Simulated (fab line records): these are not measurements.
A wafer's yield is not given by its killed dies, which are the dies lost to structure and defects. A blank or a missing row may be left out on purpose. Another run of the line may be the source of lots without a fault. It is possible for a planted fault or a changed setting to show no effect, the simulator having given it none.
Split-lot trial	flow sky130	on a route of 708 steps: 5 lots, 23 wafers read

ABOUT THE SPLIT
At SKY_POLY_GATE_EXPOSE_10 (exposes mask P1M, target cd 150 nm), the setting dose-mj was moved away from the recipe's 28 on 8 of the 23 wafers read, by -5.1% to +4.8%. For the rest of the wafers, this setting stayed at what the recipe calls for.

FROM THE SPLIT TO THE READING: what the file shows between them, 9 steps
- SKY_POLY_GATE_PEB_11
- SKY_POLY_GATE_DEVELOP_12: develop time 60 s
- SKY_POLY_GATE_CD_MEAS_13: target cd 150 nm
- SKY_POLY_GATE_ETCH_15: etches BARC in N2/H2, stops on SiO2, time 118.5 s, target depth 110 nm (also split here: ion-energy-ev)
- SKY_POLY_GATE_ETCH_16: etches Si3N4 in CH3F/O2, stops on poly-Si, time 147.5 s, target depth 75 nm
- SKY_POLY_GATE_ETCH_17: etches poly-Si in HBr/Cl2, stops on SiO2, target depth 180 nm, time 69.55 s
- SKY_POLY_GATE_STRIP_18: strips in O2/N2
- SKY_POLY_GATE_CLEAN_19: cleans in SC1/SC2, time 150 s
- SKY_POLY_GATE_OXIDATION_20: stabilise 600 s, purge 300 s, target thk 4 nm

THE READING
cd-nm, in nm, at SKY_POLY_GATE_CD_MEAS_22. Typical for fault-free wafers on this fab line: 151.8 nm, with standard deviation 2.7 nm.

wafer	tool, chamber at the split	dose-mj as run	against the recipe	cd-nm, nm	against lot-mates on the recipe
L077.2	krf-scanner-01, 0	28	recipe	152.6	-
L077.3	krf-scanner-01, 0	29.34	+4.8%	144.9	-8.0
L077.4	krf-scanner-01, 0	29.34	+4.8%	143.7	-9.2
L077.5	krf-scanner-01, 0	29.34	+4.8%	143.2	-9.7
L077.6	krf-scanner-01, 0	28	recipe	153.2	-
L078.1	krf-scanner-01, 0	28	recipe	151.2	-
L078.2	krf-scanner-01, 0	28	recipe	151.9	-
L078.3	krf-scanner-01, 0	28	recipe	151.3	-
L078.4	krf-scanner-01, 0	28	recipe	146.7	-
L078.5	krf-scanner-01, 0	28	recipe	150.7	-
L080.1	krf-scanner-01, 0	28	recipe	150.6	-
L080.2	krf-scanner-01, 0	28	recipe	151.7	-
L080.4	krf-scanner-01, 0	29.28	+4.6%	143.8	-7.3
L080.5	krf-scanner-01, 0	29.28	+4.6%	141.7	-9.4
L080.6	krf-scanner-01, 0	29.28	+4.6%	143.9	-7.2
L081.1	krf-scanner-01, 0	26.58	-5.1%	165.4	+9.8
L081.2	krf-scanner-01, 0	28	recipe	156.4	-
L081.3	krf-scanner-01, 0	28	recipe	154.2	-
L081.5	krf-scanner-01, 0	28	recipe	156.2	-
L081.6	krf-scanner-01, 0	26.58	-5.1%	164.5	+8.9
L082.1	krf-scanner-02, 0	28	recipe	151.3	-
L082.4	krf-scanner-02, 0	28	recipe	154.1	-
L082.5	krf-scanner-02, 0	28	recipe	150.9	-

THE FIT
A straight line over all 23 wafers: cd-nm changes by -2.08 nm for each +1% of dose-mj; r = -0.94; the points scatter about the line by 2.2 nm.
The same after taking each lot's own level away (the mean of its wafers on the recipe; 23 wafers): -1.83 nm for each +1%; r = -0.97; scatter 1.2 nm.
Per that fit: largest dose-mj move, reading shift of 9.3 nm.
From 150.36 to 155.60 nm: that is the span of the lots' own levels, equal to 1.9 times the standard deviation above.
In other words, the slope is changed by the lot-to-lot level; the two fits disagree.
Check: for one of the wafers moved furthest among these (-5.1%), held out of the fit, the line's prediction against its lot-mates is +9.11 nm. It came out at +9.8 nm against them.

FURTHER SPLITS ON THESE WAFERS
Note: prior to the reading, these wafers also went through further splits. Each is held against what the fit with the lots' levels taken away leaves over:
other split on the same wafers	wafers away from the commonest value	r with cd-nm (lot level and that fit taken away)
SKY_GATE_OXIDE_OXIDATION_01 ox-time-s	18	+0.07
SKY_GATE_OXIDE_IMPLANT_11 dose-cm2	8	-0.18
SKY_POLY_GATE_ETCH_15 ion-energy-ev	7	+0.27

THE WHOLE CHAIN: every reading that the file lists as answering this split, in the file's order
step	what it does	reading	change (the file's fit)	r (the file's)
SKY_POLY_GATE_CD_MEAS_13	target cd 150 nm	cd-nm	-1.66 nm for each +1% of the setting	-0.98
SKY_POLY_GATE_ETCH_15	etches BARC in N2/H2, stops on SiO2, time 118.5 s, target depth 110 nm	POLY_GATE.cd-nm (the simulator's own value, which no gauge read)	-1.86 nm for each +1% of the setting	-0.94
SKY_POLY_GATE_ETCH_17	etches poly-Si in HBr/Cl2, stops on SiO2, target depth 180 nm, time 69.55 s	POLY_GATE.cd-nm (the simulator's own value, which no gauge read)	-1.82 nm for each +1% of the setting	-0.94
SKY_POLY_GATE_CD_MEAS_22		cd-nm	-1.83 nm for each +1% of the setting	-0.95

FILE'S OWN FIT
cd-nm changes by -1.83 nm for each +1% of dose-mj, r = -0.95.
